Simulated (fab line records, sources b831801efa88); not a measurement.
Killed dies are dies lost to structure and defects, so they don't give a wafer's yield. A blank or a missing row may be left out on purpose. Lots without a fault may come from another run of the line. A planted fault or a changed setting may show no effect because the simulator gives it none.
Which tool did it? | flow sky130 | 6 lots, 18 wafers sampled, at 3 steps of a route of 708

WHAT THE GAUGES READ, wafer by wafer
SKY_RES_PROTECT_TW_MEAS_08.
lot  | measured     | on            | POLY_GATE_TW
L971 | day 16 14:15 | film_metro-01 | 4101 4113 4101
L969 | day 16 13:42 | film_metro-01 | 4078 4076 4076
L977 | day 18 08:14 | film_metro-01 | 4091 4106 4113
L978 | day 18 22:42 | film_metro-03 | 3978 3977 3982
L983 | day 20 09:31 | film_metro-03 | 4017 3988 3987
L989 | day 22 18:33 | film_metro-03 | 3979 3998 4002

WHICH TOOL RAN EACH LOT (tool, then ch and the chambers of the sampled wafers, then the start)
lot  | SKY_SONOS_ONO_STRIP_17               | SKY_RES_PROTECT_EXPOSE_04
L971 | plasma_asher-03 ch 0,1, day 13 18:55 | iline_stepper-02 ch 0, day 16 00:05
L969 | plasma_asher-01 ch 0,1, day 13 19:46 | iline_stepper-01 ch 0, day 15 23:44
L977 | plasma_asher-04 ch 0,1, day 15 16:07 | iline_stepper-01 ch 0, day 17 17:47
L978 | plasma_asher-01 ch 0,1, day 16 05:43 | iline_stepper-01 ch 0, day 18 06:53
L983 | plasma_asher-04 ch 0,1, day 17 13:08 | iline_stepper-01 ch 0, day 19 18:01
L989 | plasma_asher-01 ch 0,1, day 19 23:40 | iline_stepper-02 ch 0, day 22 02:55
- SKY_SONOS_ONO_STRIP_17: strips in O2/N2.
- SKY_RES_PROTECT_EXPOSE_04: exposes mask RPM, target cd 1270 nm.

THE ANSWER, worked out from the rows above alone
Rule: what is usual is taken from the lots themselves. Put in order of their means at a reading, lots are off if they are a third of the lots or fewer, leave a main group of 4 or more, and stand apart from it by a gap of 3 or more times the standard deviation of the main group's means; of several such gaps the widest counts. A main group whose means are all the same, to the digits that the tables above print for the reading, isn't used. A lot without any number at a reading at which 4 lots or more have one is off too. The other lots that the step has rows for count as sound.
No lot is off at any reading shown: from this, nothing can be told.

WHAT THE SIMULATOR HAD PUT IN
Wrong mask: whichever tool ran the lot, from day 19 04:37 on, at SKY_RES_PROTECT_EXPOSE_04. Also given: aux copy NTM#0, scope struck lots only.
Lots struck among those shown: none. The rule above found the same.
